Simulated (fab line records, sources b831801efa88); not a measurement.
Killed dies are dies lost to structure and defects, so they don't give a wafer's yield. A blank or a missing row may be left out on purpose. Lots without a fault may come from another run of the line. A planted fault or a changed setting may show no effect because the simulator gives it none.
Chamber matching | flow gf180mcu | GF_V4_CMP_04 on cmp-01: 4 sister chambers
The step polishes SiO2. 4 wafers are shown with their chamber, then 8 later ones without.

WAFERS WITH THEIR CHAMBER
wafer  | chamber | motor_current_A (A)
L770.5 | 1       | 12.1
L771.3 | 0       | 10.5
L771.6 | 3       | 11.3
L773.2 | 2       | 11.6

WAFERS WITHOUT THEIR CHAMBER
wafer  | motor_current_A (A)
L773.3 | 11.0
L773.6 | 11.2
L777.2 | 11.4
L777.5 | 11.0
L777.6 | 10.8
L781.3 | 11.7
L781.4 | 10.7
L781.6 | 11.8

WHICH CHAMBER EACH WENT THROUGH
wafer  | from the rows above          | in truth
L773.3 | can't be placed: 3 or 0 or 2 | 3
L773.6 | can't be placed: 3 or 2      | 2
L777.2 | can't be placed: 3 or 2      | 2
L777.5 | can't be placed: 3 or 0 or 2 | 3
L777.6 | can't be placed: 0 or 3      | 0
L781.3 | can't be placed: 2 or 3 or 1 | 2
L781.4 | can't be placed: 0 or 3      | 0
L781.6 | can't be placed: 2 or 1 or 3 | 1
Placed correctly: 0 of 8. Can't be placed from these rows: 8 (the true chamber is among the candidates in 8). Placed wrongly: 0.
How it was worked out, from the rows above alone: a wafer's distance from a chamber is the root of the sum, over the readings, of the square of ((its reading less the chamber's mean) divided by the reading's scatter). The wafer belongs to the nearest chamber; if the next one is less than 2 further off, it can't be placed. A chamber's mean is the mean of its shown wafers. The scatter: with one shown wafer a chamber, the root of the mean of the squares of how far each hidden wafer lies from its nearest shown one.
